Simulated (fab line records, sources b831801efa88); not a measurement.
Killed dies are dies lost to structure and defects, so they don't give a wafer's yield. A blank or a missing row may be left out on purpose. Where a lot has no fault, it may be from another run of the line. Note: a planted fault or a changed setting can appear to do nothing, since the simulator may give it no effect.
Chamber matching + flow sky130 + 4 sister chambers for SKY_VIA3_ETCH_15 on rie_diel-02
The step etches SiO2 in C4F8/O2/Ar, stops on TiN, target depth 507 nm, time 78 s. 8 wafers are shown with their chamber, then 12 later ones without.

## WAFERS, EACH WITH ITS CHAMBER
| wafer  | chamber | oes_product_au (a.u.) |
|--------|---------|-----------------------|
| L085.1 | 2       | 0.949                 |
| L085.3 | 3       | 0.932                 |
| L085.4 | 1       | 0.945                 |
| L085.5 | 0       | 0.942                 |
| L085.6 | 1       | 0.951                 |
| L088.1 | 2       | 0.945                 |
| L088.4 | 0       | 0.947                 |
| L088.5 | 3       | 0.949                 |

## WAFERS WHOSE CHAMBER IS MISSING
| wafer  | oes_product_au (a.u.) |
|--------|-----------------------|
| L092.3 | 0.942                 |
| L092.5 | 0.953                 |
| L092.6 | 0.945                 |
| L095.2 | 0.944                 |
| L095.3 | 0.947                 |
| L095.5 | 0.938                 |
| L096.1 | 0.946                 |
| L096.2 | 0.950                 |
| L096.3 | 0.948                 |
| L096.4 | 0.948                 |
| L096.5 | 0.937                 |
| L096.6 | 0.949                 |

## EACH ONE'S CHAMBER
| wafer  | from the rows above               | in truth |
|--------|-----------------------------------|----------|
| L092.3 | can't be placed: 3 or 0 or 2 or 1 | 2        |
| L092.5 | can't be placed: 1 or 2 or 0 or 3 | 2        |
| L092.6 | can't be placed: 0 or 2 or 1 or 3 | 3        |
| L095.2 | can't be placed: 0 or 2 or 3 or 1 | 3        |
| L095.3 | can't be placed: 2 or 1 or 0 or 3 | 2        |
| L095.5 | can't be placed: 3 or 0 or 2 or 1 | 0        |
| L096.1 | can't be placed: 2 or 0 or 1 or 3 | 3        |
| L096.2 | can't be placed: 1 or 2 or 0 or 3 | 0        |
| L096.3 | can't be placed: 1 or 2 or 0 or 3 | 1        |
| L096.4 | can't be placed: 1 or 2 or 0 or 3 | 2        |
| L096.5 | can't be placed: 3 or 0 or 2 or 1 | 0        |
| L096.6 | can't be placed: 1 or 2 or 0 or 3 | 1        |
Correctly placed: 0 of 12. Unplaceable from these rows: 12, with the true chamber sitting among the candidates in 12. Number placed wrongly: 0.
How it was worked out, from the rows above alone: a wafer's distance from a chamber is the root of the sum, over the readings, of the square of ((its reading less the chamber's mean) divided by the reading's scatter). The wafer belongs to the nearest chamber; if the next one is less than 2 further off, it can't be placed. For every chamber, the mean is computed from those of its wafers that are shown. How the scatter is found: for the shown wafers, subtract from each reading the mean of its chamber, square and add these, divide the total by (wafers less chambers), then take the root.
